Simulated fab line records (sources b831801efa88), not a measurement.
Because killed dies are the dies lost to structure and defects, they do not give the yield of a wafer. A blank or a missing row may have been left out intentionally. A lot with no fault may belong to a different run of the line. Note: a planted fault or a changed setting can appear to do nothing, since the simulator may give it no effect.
fab line records ; flow sky130
record: lots: 13; wafers: 39; lastDay: 50
route steps=708 shown LDD_N@253 LDD_LDN@293 POLY_CUT@315
lots with no fault: from the same line, run without faults
startH: hours from the record's opening day to when the first of the lot's shown wafers began ; waitH: how many hours have passed since the lot's step before this one ; " as in the row above ; L1.1+2: a single row standing in for several wafers ; - no value, or no start given ; * or withheld: withheld ; < > ~ a bound
route shown NAME@n: names a module that has steps shown in the file, with the first one's number in the route ; usual: mean/standard deviation taken from wafers without a fault ; same: alike in all rows ; chamber/n: place in a boat ; sites: the reading at each site ; _std_site: their standard deviation ; _edge_site: mean of outer sites minus mean of inner sites ; radiusMm: for every site, how far away it sits from the centre of the wafer ; mask NAME#n: copy n ; behind: the last tool/chamber to shape the wafer ; hold: cause of the lot's hold/its duration in hours/its outcome ; device: whichever transistor did not switch (one of n, p or np) ; end of line: tests run on the same wafers once the route is complete ; for a step that has no rows: nothing shown but its recipe ; killed: the dies lost at the first sort to structure and to defects; this is not the yield of the wafer ; map: dies across one wafer; x = killed, . = not, _ = none there
set.NAME: the setting the step ran with; set.NAME@STEP: the setting that earlier step ran with ; model.NAME: the simulator's own value behind a step, which no gauge read
one table for each step of the route and one row for each wafer, over a sample of lots
services: a tool's chamber out of use, with start hour (startH, from the record's first day; less than 0 if before it), hours out, and reason
== steps ==
step: SKY_LDD_N_STRIP_16
recipe: chemistry: O2/N2; powerW: 1400; pressureMtorr: 1500; platenTempC: withheld; o2FlowSccm: 3000; n2FlowSccm: 300; overashFraction: 0.5
usual: drypumpMotorCurrentA: 6.0/0.47; oesProductAu: 0.407/0.0047; stripTimeToEndpointS: 4.317/0.016
lot.wafer;tool;chamber;startH;waitH;drypumpMotorCurrentA;oesProductAu;rfHoursCounterH;stripTimeToEndpointS
L779.1;plasmaAsher-01;0;417.66;0.1;6.6;0.406;30;4.337
L779.4;plasmaAsher-01;1;417.66;0.1;5.8;0.409;-;4.348
L779.5;plasmaAsher-01;0;417.66;0.1;6.6;0.410;-;4.309
L780.2;plasmaAsher-03;1;418.61;0.1;6.2;0.403;70;4.299
L780.3;plasmaAsher-03;1;418.61;0.1;6.2;0.404;-;4.290
L780.6;plasmaAsher-03;1;418.61;0.1;6.2;0.397;-;4.314
L781.1;plasmaAsher-01;1;425.44;0.1;5.8;0.409;32;4.316
L781.2;plasmaAsher-01;0;425.44;0.1;6.7;0.405;32;4.321
L781.3;plasmaAsher-01;0;425.44;0.1;6.7;0.411;-;4.323
L782.1;plasmaAsher-02;0;431.51;0.1;5.0;0.410;60;4.326
L782.3;plasmaAsher-02;0;431.51;0.1;5.0;0.407;-;4.346
L782.4;plasmaAsher-02;1;431.51;0.1;6.1;0.409;-;4.319
L783.2;plasmaAsher-01;1;446.81;0.1;5.8;0.400;35;4.318
L783.3;plasmaAsher-01;0;446.81;0.1;6.6;0.412;-;4.313
L783.5;plasmaAsher-01;1;446.81;0.1;5.8;0.399;-;4.313
L784.2;plasmaAsher-03;0;448.76;0.1;5.9;0.406;0;4.330
L784.3;plasmaAsher-03;1;448.76;0.1;6.2;0.413;-;4.341
L784.6;plasmaAsher-03;1;448.76;0.1;6.2;0.405;-;4.326
L788.1;plasmaAsher-01;1;502.19;0.1;5.8;0.403;39;4.315
L788.4;plasmaAsher-01;0;502.19;0.1;6.6;0.410;-;4.318
L788.6;plasmaAsher-01;0;502.19;0.1;6.7;0.406;-;4.315
L794.1;plasmaAsher-02;0;540.59;0.1;5.0;0.399;70;4.353
L794.4;plasmaAsher-02;1;540.59;0.1;6.0;0.413;-;4.322
L794.6;plasmaAsher-02;0;540.59;0.1;5.0;0.407;-;4.332
L795.1;plasmaAsher-02;1;545.34;0.1;6.1;0.409;71;4.311
L795.2;plasmaAsher-02;0;545.34;0.1;5.0;0.403;71;4.311
L795.6;plasmaAsher-02;0;545.34;0.1;4.9;0.405;-;4.327
L796.1;plasmaAsher-02;0;560.01;0.1;5.0;0.400;72;4.330
L796.3;plasmaAsher-02;1;560.01;0.1;6.0;0.404;-;4.314
L796.6;plasmaAsher-02;0;560.01;0.1;5.0;0.404;-;4.338
L798.1;plasmaAsher-03;0;572.39;0.1;5.9;0.408;14;4.346
L798.3;plasmaAsher-03;1;572.39;0.1;6.2;0.402;-;4.325
L798.6;plasmaAsher-03;1;572.39;0.1;6.2;0.408;-;4.330
L799.4;plasmaAsher-02;0;575.14;0.1;5.0;0.398;-;4.304
L799.5;plasmaAsher-02;1;575.14;0.1;6.1;0.409;-;4.307
L799.6;plasmaAsher-02;0;575.14;0.1;5.0;0.402;-;4.286
L801.4;plasmaAsher-03;1;612.19;0.1;6.2;0.408;-;4.300
L801.5;plasmaAsher-03;0;612.19;0.1;5.9;0.409;-;4.334
L801.6;plasmaAsher-03;1;612.19;0.1;6.2;0.406;-;4.304
step: SKY_LDD_LDN_EXPOSE_04
recipe: maskId: LDNTM; na: 0.6; sourceShape: conventional; sigmaOuter: 0.6; polarization: unpolarized; targetCdNm: 700; doseMj: 140
lot.wafer;tool;chamber;startH;waitH;mask
L779.1+4+5;ilineStepper-02;0;526.45;-;LDNTM#0
L780.2+3+6;ilineStepper-01;0;527.90;-;LDNTM#0
L781.1+2+3;ilineStepper-01;0;535.05;-;LDNTM#0
L782.1+3+4;ilineStepper-02;0;540.35;-;LDNTM#0
L783.2+3+5;ilineStepper-01;0;553.35;-;LDNTM#0
L784.2+3+6;ilineStepper-01;0;556.37;-;LDNTM#0
L788.1+4+6;ilineStepper-01;0;608.50;-;LDNTM_R1#0
L794.1+4+6;ilineStepper-01;0;643.75;-;LDNTM#0
L795.1+2+6;ilineStepper-01;0;649.82;-;LDNTM#0
L796.1+3+6;ilineStepper-01;0;664.00;-;LDNTM#0
L798.1+3+6;ilineStepper-01;0;675.60;-;LDNTM#0
L799.4+5+6;ilineStepper-01;0;677.33;-;LDNTM#0
L801.4+5+6;ilineStepper-01;0;713.16;-;LDNTM#0
step: SKY_LDD_LDN_OVL_MEAS_07
usual: LDD_LDN_OVL: -1.1/1.3
lot.wafer;tool;chamber;startH;waitH;LDD_LDN_OVL[nm]
L779.1;overlay-01;-;540.67;0.1;-1.8
L779.4;overlay-01;-;540.67;0.1;-0.5
L779.5;overlay-01;-;540.67;0.1;-1.4
L780.2;overlay-01;-;542.53;0.1;0.6
L780.3;overlay-01;-;542.53;0.1;-0.6
L780.6;overlay-01;-;542.53;0.1;-0.5
L781.1;overlay-01;-;550.45;0.1;-2.4
L781.2;overlay-01;-;550.45;0.1;-3.1
L781.3;overlay-01;-;550.45;0.1;-3.8
L782.1;overlay-01;-;555.17;0.1;-3.1
L782.3;overlay-01;-;555.17;0.1;-2.4
L782.4;overlay-01;-;555.17;0.1;-1.0
L783.2;overlay-01;-;568.31;0.1;-2.2
L783.3;overlay-01;-;568.31;0.1;-3.1
L783.5;overlay-01;-;568.31;0.1;-1.6
L784.2;overlay-01;-;571.13;0.1;-2.8
L784.3;overlay-01;-;571.13;0.1;-3.5
L784.6;overlay-01;-;571.13;0.1;-3.0
L788.1;overlay-02;-;623.57;0.1;0.5
L788.4;overlay-02;-;623.57;0.1;1.5
L788.6;overlay-02;-;623.57;0.1;0.5
L794.1;overlay-02;-;657.85;0.1;-3.1
L794.4;overlay-02;-;657.85;0.1;-3.1
L794.6;overlay-02;-;657.85;0.1;-1.8
L795.1;overlay-01;-;664.17;0.1;-0.3
L795.2;overlay-01;-;664.17;0.1;-0.5
L795.6;overlay-01;-;664.17;0.1;-0.5
L796.1;overlay-01;-;677.82;0.1;-2.6
L796.3;overlay-01;-;677.82;0.1;-2.9
L796.6;overlay-01;-;677.82;0.1;-1.2
L798.1;overlay-01;-;689.62;0.1;-1.7
L798.3;overlay-01;-;689.62;0.1;-1.9
L798.6;overlay-01;-;689.62;0.1;-2.3
L799.4;overlay-01;-;691.49;0.1;0.9
L799.5;overlay-01;-;691.49;0.1;-1.4
L799.6;overlay-01;-;691.49;0.1;-1.0
L801.4;overlay-02;-;725.89;0.1;-0.4
L801.5;overlay-02;-;725.89;0.1;-0.8
L801.6;overlay-02;-;725.89;0.1;-0.4
step: SKY_POLY_CUT_CD_MEAS_08
recipe: targetCdNm: 270
usual: cdNm: 269.7/1.3
lot.wafer;tool;chamber;startH;waitH;cdNm
L779.1;cdSem-01;-;572.97;-;268.5
L779.4;cdSem-01;-;572.97;-;270.7
L779.5;cdSem-01;-;572.97;-;268.9
L780.2;cdSem-01;-;577.44;-;269.2
L780.3;cdSem-01;-;577.44;-;267.6
L780.6;cdSem-01;-;577.44;-;268.7
L781.1;cdSem-02;-;582.82;-;268.9
L781.2;cdSem-02;-;582.82;-;269.5
L781.3;cdSem-02;-;582.82;-;268.7
L782.1;cdSem-02;-;587.29;-;272.4
L782.3;cdSem-02;-;587.29;-;273.0
L782.4;cdSem-02;-;587.29;-;273.6
L783.2;cdSem-02;-;600.29;-;268.0
L783.3;cdSem-02;-;600.29;-;269.1
L783.5;cdSem-02;-;600.29;-;269.5
L784.2;cdSem-01;-;602.99;-;270.8
L784.3;cdSem-01;-;602.99;-;270.5
L784.6;cdSem-01;-;602.99;-;271.0
L788.1;cdSem-01;-;653.72;-;268.7
L788.4;cdSem-01;-;653.72;-;270.8
L788.6;cdSem-01;-;653.72;-;270.5
L794.1;cdSem-01;-;688.72;-;269.5
L794.4;cdSem-01;-;688.72;-;268.3
L794.6;cdSem-01;-;688.72;-;269.2
L795.1;cdSem-01;-;695.07;-;269.1
L795.2;cdSem-01;-;695.07;-;267.8
L795.6;cdSem-01;-;695.07;-;269.2
L796.1;cdSem-01;-;708.39;-;269.1
L796.3;cdSem-01;-;708.39;-;268.4
L796.6;cdSem-01;-;708.39;-;268.7
L798.1;cdSem-02;-;723.12;-;270.5
L798.3;cdSem-02;-;723.12;-;269.9
L798.6;cdSem-02;-;723.12;-;269.2
L799.4;cdSem-02;-;723.40;-;269.7
L799.5;cdSem-02;-;723.40;-;268.1
L799.6;cdSem-02;-;723.40;-;269.3
L801.4;cdSem-02;-;757.35;-;268.6
L801.5;cdSem-02;-;757.35;-;269.1
L801.6;cdSem-02;-;757.35;-;269.4
== services ==
tool;chamber;startH;hours;kind
ilineStepper-02;-;393.78;4.7;repair
plasmaAsher-02;-;403.98;2.8;pm
plasmaAsher-02;-;415.85;15.6;pm
plasmaAsher-03;-;420.25;15.6;pm
ilineStepper-02;-;424.57;2.7;repair
plasmaAsher-03;-;435.85;9.0;pm
plasmaAsher-03;0;435.85;9.0;ventCycle
plasmaAsher-03;1;435.85;9.0;ventCycle
plasmaAsher-03;0;444.85;-;clean
ilineStepper-02;-;462.49;6.2;repair
plasmaAsher-02;-;478.57;10.8;repair
ilineStepper-01;-;478.67;3.9;repair
plasmaAsher-01;-;480.85;14.6;pm
plasmaAsher-02;-;483.34;8.6;repair
ilineStepper-01;-;483.81;1.7;pm
ilineStepper-02;-;502.64;15.6;repair
plasmaAsher-03;-;508.99;1.5;repair
ilineStepper-02;-;546.28;1.7;pm
ilineStepper-02;-;585.55;10.3;repair
ilineStepper-01;-;623.63;1.2;repair
plasmaAsher-01;-;643.15;0.6;repair
ilineStepper-02;-;687.28;1.0;repair
ilineStepper-01;-;701.99;1.7;pm
plasmaAsher-02;-;702.07;2.5;repair
== key ==
firstSign: step: SKY_LDD_LDN_EXPOSE_04; reading: mask; direction: changed
effect none on later readings
metAt SKY_LDD_LDN_EXPOSE_04
struckLots L788
sortLeftOut L788.1,L788.4,L788.6
testerLeftOut L788
notActingAt SKY_LDD_N_STRIP_16,SKY_LDD_LDN_OVL_MEAS_07,SKY_POLY_CUT_CD_MEAS_08
onsetBetween 556.37 608.50
fault: kind: wrongMask; tool: any; chamber: -; onsetH: 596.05; steps: SKY_LDD_LDN_EXPOSE_04; auxCopy: LDNTM_R1#0; cdOffsetNm: 105; scope: struckLotsOnly
testerLeftOut: of these lots the tester's yield and bins aren't shown, on N5 and GAA mostly nor the transistor test; their killed dies are dies lost to structure and defects alone, not to doping, threshold or leakage, so they don't give the yield
sortLeftOut: the simulated sort isn't trusted on such a fault, so these wafers' sort isn't shown, and their yield isn't known
